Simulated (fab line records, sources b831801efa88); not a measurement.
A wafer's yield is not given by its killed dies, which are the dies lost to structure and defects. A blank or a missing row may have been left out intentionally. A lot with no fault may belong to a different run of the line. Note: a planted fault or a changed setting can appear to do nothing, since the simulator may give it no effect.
The tool behind it: which one?    flow sky130    36 wafers from 12 lots sampled at 4 of the route's 708 steps

## WHAT EACH GAUGE READ, for each wafer
SKY_VT_ADJUST_HVTP_TW_MEAS_11.
lot   measured      on             VT_ADJUST_HVTP_TW
L225  day 5 21:46   film-metro-01  1371 1370 1372
L226  day 6 08:54   film-metro-01  1372 1360 1360
L227  day 6 14:47   film-metro-02  1384 1376 1372
L229  day 7 03:12   film-metro-03  1348 1350 1340
L232  day 8 04:14   film-metro-01  1363 1365 1371
L234  day 8 13:13   film-metro-03  1343 1348 1349
L235  day 8 17:22   film-metro-03  1345 1348 1342
L238  day 9 18:39   film-metro-02  1377 1370 1373
L240  day 10 02:02  film-metro-02  1370 1373 1379
L241  day 10 08:31  film-metro-03  1349 1348 1353
L243  day 11 01:10  film-metro-02  1381 1379 1379
L246  day 11 20:43  film-metro-03  1337 1337 1341

SKY_VT_ADJUST_LVTN_TW_MEAS_10.
lot   measured      on             VT_ADJUST_LVTN_TW
L225  day 6 16:54   film-metro-02  246.5 246.8 245.5
L226  day 7 04:26   film-metro-02  245.1 244.9 245.6
L227  day 7 10:43   film-metro-04  245.2 245.2 246.3
L229  day 7 23:30   film-metro-03  239.7 239.3 239.6
L232  day 9 01:55   film-metro-04  242.5 243.9 243.8
L234  day 9 11:25   film-metro-04  243.2 243.9 243.9
L235  day 9 14:40   film-metro-03  239.4 239.4 240.5
L238  day 10 17:24  film-metro-04  242.8 242.4 244.2
L240  day 11 00:31  film-metro-03  238.8 239.3 238.8
L241  day 11 07:46  film-metro-02  244.7 245.9 243.7
L243  day 12 00:19  film-metro-03  239.4 239.0 239.1
L246  day 12 20:50  film-metro-03  240.3 239.1 240.7

## EACH LOT AND THE TOOL THAT RAN IT (in order: tool; ch and the chambers of the sampled wafers; start)
lot   SKY_PWDE_COAT_02                  SKY_PWDE_STRIP_09
L225  litho-track-04 ch 0, day 3 10:11  plasma-asher-01 ch 0,1, day 3 18:20
L226  litho-track-03 ch 0, day 3 17:49  plasma-asher-04 ch 0,1, day 4 02:31
L227  litho-track-03 ch 0, day 3 23:25  plasma-asher-01 ch 0,1, day 4 07:26
L229  litho-track-03 ch 0, day 4 10:08  plasma-asher-03 ch 0,1, day 4 19:04
L232  litho-track-04 ch 0, day 5 07:37  plasma-asher-04 ch 0,1, day 5 17:19
L234  litho-track-03 ch 0, day 5 14:29  plasma-asher-04 ch 0,1, day 5 23:01
L235  litho-track-03 ch 0, day 5 18:16  plasma-asher-04 ch 0,1, day 6 03:20
L238  litho-track-01 ch 0, day 6 15:50  plasma-asher-04 ch 0,1, day 7 02:04
L240  litho-track-01 ch 0, day 6 22:53  plasma-asher-04 ch 0, day 7 08:50
L241  litho-track-01 ch 0, day 7 03:57  plasma-asher-01 ch 0,1, day 7 13:48
L243  litho-track-04 ch 0, day 7 12:58  plasma-asher-03 ch 0,1, day 7 23:46
L246  litho-track-04 ch 0, day 8 11:14  plasma-asher-04 ch 0,1, day 8 22:01
- SKY_PWDE_COAT_02: resist thk 3000 nm.
- SKY_PWDE_STRIP_09: strips in O2/N2.

## WHAT THE TOOLS THEMSELVES READ (means of the sampled wafers that have a number; where no wafer has one, the mark that the record gives instead)
SKY_PWDE_STRIP_09.
lot   tool             chamber-pressure-mTorr (mTorr)  drypump-motor-current-A (A)  o2-flow-sccm (sccm)  oes-product-au (a.u.)  strip-time-to-endpoint-s (s)
L225  plasma-asher-01  1500.2                          5.0                          2986                 0.716                  36.83
L226  plasma-asher-04  1500.6                          6.2                          2990                 0.720                  36.73
L227  plasma-asher-01  1500.2                          5.1                          2997                 0.727                  37.09
L229  plasma-asher-03  1499.9                          5.9                          3001                 0.725                  36.95
L232  plasma-asher-04  1501.5                          5.7                          2992                 0.719                  36.84
L234  plasma-asher-04  1499.8                          5.7                          2996                 0.724                  37.41
L235  plasma-asher-04  1499.3                          6.2                          3004                 0.719                  37.53
L238  plasma-asher-04  1499.2                          6.2                          3013                 0.721                  36.82
L240  plasma-asher-04  1499.1                          5.1                          2994                 0.721                  37.08
L241  plasma-asher-01  1499.7                          5.1                          3006                 0.722                  36.94
L243  plasma-asher-03  1500.8                          5.6                          3005                 0.724                  37.01
L246  plasma-asher-04  1500.6                          5.6                          3006                 0.721                  37.02

## THE ANSWER, worked out from the rows above alone
Rule: the lots themselves supply what counts as usual. The widest of any qualifying gaps counts: lots, ordered by their means at a reading, are off when they make up no more than a third of the lots, leave a main group of 4 or more, and stand apart from it by 3 or more times the standard deviation of that group's means. A main group is skipped when, at the precision printed for the reading in the tables above, its means are all equal. Also off: a lot with no number at a reading for which 4 or more lots have one. The other lots that the step has rows for count as sound. First the gauges in route order, then the tools' own readings, where a lot's mean is used as printed above. At the first step where some lot is off, the reading lying furthest off is the one used; lots without a number count as furthest.
No lot is off on any of the readings shown, so nothing can be concluded from this.

## WHAT HAD BEEN PUT IN BY THE SIMULATOR
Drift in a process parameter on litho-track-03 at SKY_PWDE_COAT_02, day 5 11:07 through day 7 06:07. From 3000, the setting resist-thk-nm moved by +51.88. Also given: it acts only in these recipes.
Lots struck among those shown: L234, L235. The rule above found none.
